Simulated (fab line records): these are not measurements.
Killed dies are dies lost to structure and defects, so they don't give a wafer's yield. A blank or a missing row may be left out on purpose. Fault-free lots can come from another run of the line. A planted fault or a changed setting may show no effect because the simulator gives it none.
The tool behind it: which one? | flow sky130 | Sampling: 13 lots, 39 wafers, 5 of 708 route steps

== WHAT EACH GAUGE READ, for each wafer ==
SKY_METAL2_CD_MEAS_15: the cd target is 140 nm.
lot  | measured     | on        | cd nm (nm)
L332 | day 36 06:04 | cd sem-02 | 139.7 140.6 141.2
L333 | day 36 11:19 | cd sem-01 | 138.4 139.2 139.5
L335 | day 36 12:30 | cd sem-01 | 140.9 141.5 142.9
L336 | day 36 14:19 | cd sem-01 | 140.4 140.2 140.7
L337 | day 36 15:02 | cd sem-02 | 137.9 139.8 139.4
L339 | day 37 11:58 | cd sem-01 | 140.7 140.2 141.2
L341 | day 37 19:59 | cd sem-01 | 137.7 139.0 138.2
L343 | day 38 06:37 | cd sem-01 | 140.1 140.5 140.5
L342 | day 38 07:16 | cd sem-01 | 140.2 140.8 139.4
L346 | day 39 05:24 | cd sem-02 | 140.9 140.5 139.0
L350 | day 41 01:14 | cd sem-02 | 138.5 136.3 137.4
L351 | day 41 02:11 | cd sem-02 | 140.1 139.0 137.6
L355 | day 42 00:32 | cd sem-02 | 142.2 140.8 142.9

SKY_VIA2_THK_MEAS_01.
lot  | measured     | on            | VIA2_HDPCVD_THK (nm)
L332 | day 36 07:07 | film metro-02 | 1213 1200 1204
L333 | day 36 13:24 | film metro-04 | 1170 1163 1174
L335 | day 36 13:39 | film metro-02 | 1207 1185 1184
L336 | day 36 15:26 | film metro-04 | 1201 1187 1181
L337 | day 36 16:06 | film metro-04 | 1186 1196 1201
L339 | day 37 13:03 | film metro-04 | 1185 1193 1184
L341 | day 37 21:04 | film metro-02 | 1183 1187 1193
L343 | day 38 08:04 | film metro-02 | 2411 2394 2401
L342 | day 38 08:19 | film metro-04 | 1181 1181 1182
L346 | day 39 06:45 | film metro-02 | 2388 2365 2378
L350 | day 41 02:22 | film metro-04 | 1188 1197 1191
L351 | day 41 03:19 | film metro-02 | 1179 1197 1174
L355 | day 42 01:34 | film metro-01 | 1186 1185 1156

SKY_VIA2_THK_MEAS_23: measures by xrf.
lot  | measured     | on            | VIA2_W_THK (nm)
L332 | day 37 10:44 | film metro-01 | 443 436 440
L333 | day 37 17:02 | film metro-02 | 417 422 416
L335 | day 37 17:12 | film metro-04 | 426 437 424
L336 | day 37 19:10 | film metro-02 | 418 416 414
L337 | day 37 19:55 | film metro-04 | 440 427 430
L339 | day 38 15:59 | film metro-04 | 435 434 432
L341 | day 38 23:31 | film metro-01 | 444 443 445
L343 | day 39 10:08 | film metro-01 | 433 434 434
L342 | day 39 10:32 | film metro-04 | 437 437 434
L346 | day 40 08:07 | film metro-01 | 423 436 430
L350 | day 42 03:01 | film metro-02 | 420 422 422
L351 | day 42 04:49 | film metro-04 | 439 433 430
L355 | day 43 01:59 | film metro-02 | 428 437 427

== WHAT TOOL EACH LOT RAN ON (gives the tool, then ch and the chambers of the sampled wafers, and finally the start) ==
lot  | SKY_METAL2_DESCUM_17              | SKY_VIA2_HDPCVD_00
L332 | rie metal-01 ch 1, day 36 06:13   | hdpcvd-01 ch 0,1, day 36 06:59
L333 | rie metal-04 ch 0,1, day 36 11:49 | hdpcvd-02 ch 0,1,2, day 36 13:16
L335 | rie metal-01 ch 0,1, day 36 12:40 | hdpcvd-01 ch 1,2, day 36 13:32
L336 | rie metal-02 ch 0,1, day 36 14:28 | hdpcvd-01 ch 0,2, day 36 15:18
L337 | rie metal-02 ch 0,1, day 36 15:12 | hdpcvd-01 ch 1,2, day 36 15:59
L339 | rie metal-01 ch 0,1, day 37 12:06 | hdpcvd-02 ch 0,1,2, day 37 12:55
L341 | rie metal-04 ch 0,1, day 37 20:09 | hdpcvd-01 ch 1,2, day 37 20:56
L343 | rie metal-01 ch 0,1, day 38 06:46 | hdpcvd-01 ch 0,1, day 38 07:38
L342 | rie metal-04 ch 0,1, day 38 07:24 | hdpcvd-02 ch 1,2, day 38 08:11
L346 | rie metal-04 ch 0,1, day 39 05:34 | hdpcvd-02 ch 1,2, day 39 06:20
L350 | rie metal-02 ch 0,1, day 41 01:24 | hdpcvd-02 ch 1,2, day 41 02:11
L351 | rie metal-02 ch 0, day 41 02:21   | hdpcvd-02 ch 2, day 41 03:08
L355 | rie metal-02 ch 0,1, day 42 00:40 | hdpcvd-02 ch 0,2, day 42 01:26
- SKY_METAL2_DESCUM_17: chemistry O2, time 8 s.
- SKY_VIA2_HDPCVD_00: deposits SiO2, target thk 1180 nm, time 196.7 s.

== AS READ BY THE TOOLS THEMSELVES (means over the sampled wafers that have a number; for cases with no such wafer, the mark the record gives instead) ==
SKY_METAL2_DESCUM_17.
lot  | tool         | drypump motor current A (A) | oes product au (a.u.)
L332 | rie metal-01 | 6.4                         | 1.018
L333 | rie metal-04 | 6.3                         | 0.999
L335 | rie metal-01 | 6.3                         | 1.008
L336 | rie metal-02 | 5.2                         | 1.005
L337 | rie metal-02 | 5.2                         | 1.004
L339 | rie metal-01 | 6.1                         | 1.000
L341 | rie metal-04 | 6.3                         | 0.991
L343 | rie metal-01 | 6.3                         | 1.015
L342 | rie metal-04 | 6.3                         | 0.993
L346 | rie metal-04 | 6.4                         | 0.998
L350 | rie metal-02 | 5.2                         | 0.995
L351 | rie metal-02 | 5.0                         | 1.001
L355 | rie metal-02 | 5.2                         | 1.012

SKY_VIA2_HDPCVD_00.
lot  | tool      | pressure mtorr (mTorr)
L332 | hdpcvd-01 | 5.993
L333 | hdpcvd-02 | 5.997
L335 | hdpcvd-01 | 6.014
L336 | hdpcvd-01 | 6.014
L337 | hdpcvd-01 | 5.991
L339 | hdpcvd-02 | 5.997
L341 | hdpcvd-01 | 6.003
L343 | hdpcvd-01 | 6.009
L342 | hdpcvd-02 | 5.998
L346 | hdpcvd-02 | 6.002
L350 | hdpcvd-02 | 6.008
L351 | hdpcvd-02 | 5.979
L355 | hdpcvd-02 | 5.994

== THE ANSWER, worked out from the rows above alone ==
Rule: usual is defined by the lots themselves. The widest of any qualifying gaps counts: lots, ordered by their means at a reading, are off when they make up no more than a third of the lots, leave a main group of 4 or more, and stand apart from it by 3 or more times the standard deviation of that group's means. A main group whose means are all the same, to the digits that the tables above print for the reading, isn't used. Also off: a lot with no number at a reading for which 4 or more lots have one. Any other lot the step has rows for is counted as sound. The gauges are gone through in route order, then the tools' own readings, and for those a lot's mean is taken as printed above. At the first step where some lot is off, the reading lying furthest off is the one used; lots without a number count as furthest.
Off: L343, L346, seen at SKY_VIA2_THK_MEAS_01 (VIA2_HDPCVD_THK). The main group has a mean of 1187 nm with a standard deviation of 9.3.
A tool fits if, at a process step before that reading, it ran every lot that is off, and no sound lot after the first of them. The gauges at SKY_VIA2_THK_MEAS_01 are tried like those tools. Not one of the candidates tried fits.

== WHAT WAS PUT IN BY THE SIMULATOR ==
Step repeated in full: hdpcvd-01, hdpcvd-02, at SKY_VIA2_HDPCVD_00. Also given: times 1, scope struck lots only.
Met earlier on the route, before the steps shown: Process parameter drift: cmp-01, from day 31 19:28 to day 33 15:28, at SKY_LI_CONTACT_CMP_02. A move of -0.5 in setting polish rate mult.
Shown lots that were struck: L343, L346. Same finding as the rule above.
